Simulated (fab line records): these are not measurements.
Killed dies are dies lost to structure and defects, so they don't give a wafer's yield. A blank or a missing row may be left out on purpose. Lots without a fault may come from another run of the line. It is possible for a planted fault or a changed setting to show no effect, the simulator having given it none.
A lot that was struck, set against a sound lot ; flow sky130 ; 21 out of 708 route steps
Sound: these wafers, L537.1, L537.2, L537.6. The struck wafers were L541.2, L541.5, L541.6. The cause is named last.
For every step that has rows: the tool of each side, followed by ch and its chambers, followed by its first start. Under that, the readings that differ: sound wafers ; struck wafers ; difference of the means ; sigmas: that difference in standard deviations of wafers without a fault.
alike: readings with means less than 2 such deviations apart, plus words and numbers identical on both sides. not compared: withheld readings, readings lacking a value on some wafer, bounds such as >300 that could conceal the same value, and numbers that have no deviation in the record and whose values overlap.
Wherever a step has rows on one side only, a row that says differs or no value, or a row with sigmas, the two part there. Numbers that have no deviation but don't overlap get no sigmas and don't part them. Lack of a reading on every wafer of one side parts them only where that side has two or more wafers.

SKY_SD_N_RS_MEAS_17: uses a four-point probe to measure.
  sound: film-metro-01 at day 30 10:33; struck: film-metro-02 at day 31 12:16
  alike: SD_P_RS
SKY_SD_N_RS_MEAS_18: uses a four-point probe to measure.
  sound: film-metro-01 at day 30 10:40; struck: film-metro-02 at day 31 12:23
  alike: RES_XHIGH_RS
then, 2 steps without rows for these wafers: SKY_SALICIDE_CLEAN_00 (cleans in HF-last, time 30 s); SKY_LI_CONTACT_HDPCVD_00 (deposits PSG, target thk 930 nm, time 155 s).
SKY_LI_CONTACT_THK_MEAS_01:
  sound: film-metro-04 at day 30 10:55; struck: film-metro-04 at day 31 12:37
  alike: LI_CONTACT_HDPCVD_THK
SKY_LI_CONTACT_CMP_02: polishes PSG.
  sound on cmp-02 ch 0,2,3, day 30 10:58; struck on cmp-02 ch 1,2, day 31 12:43
  alike: head-pressure-psi, motor-current-A, platen-rpm, time-to-endpoint-s
SKY_LI_CONTACT_BOW_MEAS_03:
  sound: film-metro-01 at day 30 11:16; struck: film-metro-01 at day 31 12:59
  alike: LI_CONTACT_BOW
then, 5 steps without rows for these wafers: SKY_LI_CONTACT_DEHYDRATE_04 (time 60 s); SKY_LI_CONTACT_HMDS_05 (prime time 60 s); SKY_LI_CONTACT_COAT_06 (resist thk 60 nm); SKY_LI_CONTACT_COAT_07 (resist thk 450 nm); SKY_LI_CONTACT_SOFTBAKE_08 (time 90 s).
SKY_LI_CONTACT_EXPOSE_09: exposes mask LICM1, target cd 170 nm.
  sound on krf-scanner-01 ch 0, day 31 00:55; struck on krf-scanner-01 ch 0, day 32 02:16
reading;sound;struck;difference;sigmas
stage-vel-mm-s (mm/s);500.03 499.71 499.76;500.45 500.28 500.34;+0.52;+2
  alike: mask, reticle-temp-C
then, 2 steps without rows for these wafers: SKY_LI_CONTACT_PEB_10; SKY_LI_CONTACT_DEVELOP_11 (develop time 60 s).
SKY_LI_CONTACT_CD_MEAS_12 targets a cd of 170 nm.
  sound: cd-sem-02 at day 31 15:20; struck: cd-sem-02 at day 32 15:18
reading;sound;struck;difference;sigmas
cd-nm (nm);170.4 169.1 170.0;- - -;no value on the struck wafers;
SKY_LI_CONTACT_OVL_MEAS_13:
  sound: overlay-02 at day 31 15:28; struck: overlay-02 at day 32 15:25
  alike: LI_CONTACT_OVL
SKY_LI_CONTACT_ETCH_14: etches BARC in N2/H2, stops on SiO2, time 45.9 s, target depth 60 nm.
  sound on rie-diel-02 ch 1,2, day 31 15:30; struck on rie-diel-01 ch 0,3, day 32 15:26
  alike: drypump-motor-current-A, oes-product-au, throttle-valve-pct
  not compared: rf-hours-counter-h, model.LI_CONTACT.cd-nm
SKY_LI_CONTACT_ETCH_15: etches PSG in C4F8/O2/Ar, stops on Si, target depth 600 nm.
  sound on rie-diel-02 ch 1,2, day 31 15:32; struck on rie-diel-01 ch 0,3, day 32 15:29
  alike: oes-product-au
  not compared: model.LI_CONTACT.cd-nm
SKY_LI_CONTACT_STRIP_16: strips in O2/N2.
  sound on plasma-asher-01 ch 0,1, day 31 15:38; struck on plasma-asher-01 ch 0,1, day 32 15:34
  alike: drypump-motor-current-A, oes-product-au, strip-time-to-endpoint-s
  not compared: rf-hours-counter-h
-- here the record skips 16 days between the struck wafers' starts before and after, leaving off in module LI_CONTACT and picking up in module PAD_OPEN (first step shown: number 708 of the route) --
SKY_PAD_OPEN_PROBE_99:
  rows exist in the record for the struck wafers here (prober-02, day 48 12:39), but not for the sound ones

## WHERE THEY PART
Last at SKY_PAD_OPEN_PROBE_99 as far as this record goes, first at SKY_LI_CONTACT_EXPOSE_09.

WHY: what had been put in by the simulator
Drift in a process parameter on krf-scanner-01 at SKY_LI_CONTACT_EXPOSE_09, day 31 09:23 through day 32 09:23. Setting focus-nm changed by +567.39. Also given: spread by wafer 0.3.
